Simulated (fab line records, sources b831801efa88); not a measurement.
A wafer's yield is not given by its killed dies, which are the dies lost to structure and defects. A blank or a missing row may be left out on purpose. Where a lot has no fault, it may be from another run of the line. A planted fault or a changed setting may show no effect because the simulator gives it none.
Chamber matching | flow sky130 | SKY_PAD_OPEN_ETCH_07 on rie-diel-01: 4 sister chambers
The step etches the open film in CF4/O2, stops on AlCu, target depth 725 nm, time 161.1 s. 8 wafers are shown with their chamber, then 9 later ones without.

== EACH WAFER AND ITS CHAMBER ==
wafer  | chamber | drypump-motor-current-A (A) | oes-product-au (a.u.)
L084.2 | 3       | 5.1                         | 0.967
L085.3 | 1       | 6.0                         | 0.977
L088.2 | 0       | 6.2                         | 0.968
L088.3 | 3       | 5.1                         | 0.967
L088.6 | 2       | 5.7                         | 0.991
L089.1 | 2       | 5.7                         | 0.970
L089.2 | 1       | 6.1                         | 0.967
L089.3 | 0       | 6.2                         | 0.977

== WAFERS WITH NO CHAMBER GIVEN ==
wafer  | drypump-motor-current-A (A) | oes-product-au (a.u.)
L091.1 | 6.0                         | 0.978
L091.3 | 6.2                         | 0.974
L091.4 | 5.1                         | 0.975
L096.1 | 5.1                         | 0.975
L096.3 | 6.0                         | 0.972
L096.4 | 5.7                         | 0.974
L097.2 | 5.1                         | 0.979
L097.3 | 6.2                         | 0.971
L097.6 | 5.7                         | 0.978

== WHICH CHAMBER EACH ONE RAN IN ==
wafer  | from the rows above | in truth
L091.1 | 1                   | 1
L091.3 | 0                   | 0
L091.4 | 3                   | 3
L096.1 | 3                   | 3
L096.3 | 1                   | 1
L096.4 | 2                   | 2
L097.2 | 3                   | 3
L097.3 | 0                   | 0
L097.6 | 2                   | 2
9 of 9 placed correctly. From these rows, 0 cannot be placed. 0 placed wrongly.
How it was worked out, from the rows above alone: a wafer's distance from a chamber is the root of the sum, over the readings, of the square of ((its reading less the chamber's mean) divided by the reading's scatter). The wafer belongs to the nearest chamber; if the next one is less than 2 further off, it can't be placed. A chamber's mean is the mean of its shown wafers. The scatter: take each reading less its chamber's mean, square it, sum over the shown wafers, divide by the number of wafers less the number of chambers, and take the root.
